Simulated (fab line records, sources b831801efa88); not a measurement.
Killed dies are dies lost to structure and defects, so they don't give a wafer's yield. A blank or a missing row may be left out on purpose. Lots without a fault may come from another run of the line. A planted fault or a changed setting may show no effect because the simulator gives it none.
A struck lot beside a sound one | flow gf180mcu | 15 steps out of a route of 602
Sound: wafers L907.2, L907.3, L907.6. Struck: wafers L921.1, L921.2, L921.6. The cause comes at the end.
At each step with rows: each side's tool, then ch and its chambers, then its first start. Under that, the readings that differ: sound wafers | struck wafers | difference of the means | sigmas: that difference in standard deviations of wafers without a fault.
alike: readings whose means differ by less than 2 such deviations, and words and numbers that are the same on both sides. not compared: withheld readings, readings that some wafer has no value for, bounds like >300 that may hide the same value, and numbers for which the record gives no deviation and whose values overlap.
The two part at a step that has a row with sigmas, a row that says differs or no value, or rows on one side only. Numbers that don't overlap but have no deviation are shown without sigmas and don't part them. A reading that every wafer of one side lacks parts them only if that side has two wafers or more.

GF_PASSIVATION_CVD_00: deposits SiO2 from TEOS, target thk 1000 nm, time 111.95 s.
  sound on pecvd-03 ch 0,2, day 30 04:08; struck on pecvd-03 ch 1,2, day 34 00:56
  alike: heater_power_w
GF_PASSIVATION_THK_MEAS_01:
  sound on film_metro-04, day 30 04:13; struck on film_metro-03, day 34 01:01
  alike: PASSIVATION_CVD_00_THK
GF_PASSIVATION_CVD_02: deposits Si3N4, target thk 700 nm, time 486.18 s.
  sound on pecvd-01 ch 0,1,2, day 30 04:16; struck on pecvd-04 ch 0,1,2, day 34 01:04
  alike: heater_power_w
GF_PASSIVATION_THK_MEAS_03:
  sound on film_metro-01, day 30 04:34; struck on film_metro-03, day 34 01:22
  alike: PASSIVATION_CVD_02_THK
then, 7 steps without rows for these wafers: GF_PASSIVATION_DEHYDRATE_04 (time 60 s); GF_PASSIVATION_HMDS_05 (prime time 60 s); GF_PASSIVATION_COAT_06 (resist thk 4000 nm); GF_PASSIVATION_SOFTBAKE_07; GF_PASSIVATION_EXPOSE_08 (exposes mask Pad, target cd 40000 nm); GF_PASSIVATION_PEB_09; GF_PASSIVATION_DEVELOP_10 (develop time 60 s).
GF_PASSIVATION_ETCH_11: etches the open film in CF4/O2, stops on TiN, target depth 1800 nm, time 400 s.
  sound on rie_diel-04 ch 1,2,3, day 30 23:02; struck on rie_diel-02 ch 1,2,3, day 34 16:26
  alike: drypump_motor_current_A, oes_product_au, throttle_valve_pct
  not compared: rf_hours_counter_h
GF_PASSIVATION_STRIP_12: strips in O2/N2.
  sound on plasma_asher-03 ch 0,1, day 30 23:16; struck on plasma_asher-03 ch 0,1, day 34 16:40
  no value came back on the struck wafers for any of 5 readings (chamber_pressure_mTorr (mTorr), drypump_motor_current_A (A) and others); on the sound wafers chamber_pressure_mTorr (mTorr) reads 1500.1 1499.7 1499.6
  reading                                       | sound | struck         | difference | sigmas
  model.coat_of_PASSIVATION_COAT_06.thk_nm (nm) | 0 0 0 | 2818 2813 2832 | +2821      |
  not compared: rf_hours_counter_h
then, 1 step without rows for these wafers: GF_PASSIVATION_ANNEAL_13 (time 1800 s).
GF_PASSIVATION_BOW_MEAS_14:
  sound on film_metro-03, day 31 00:53; struck on film_metro-01, day 34 18:16
  reading              | sound       | struck      | difference | sigmas
  PASSIVATION_BOW (um) | 137 145 150 | 103 111 111 | -36        | -4

WHERE THEY PART
First at GF_PASSIVATION_STRIP_12; last, within this record, at GF_PASSIVATION_BOW_MEAS_14.

WHY: what the simulator had put in
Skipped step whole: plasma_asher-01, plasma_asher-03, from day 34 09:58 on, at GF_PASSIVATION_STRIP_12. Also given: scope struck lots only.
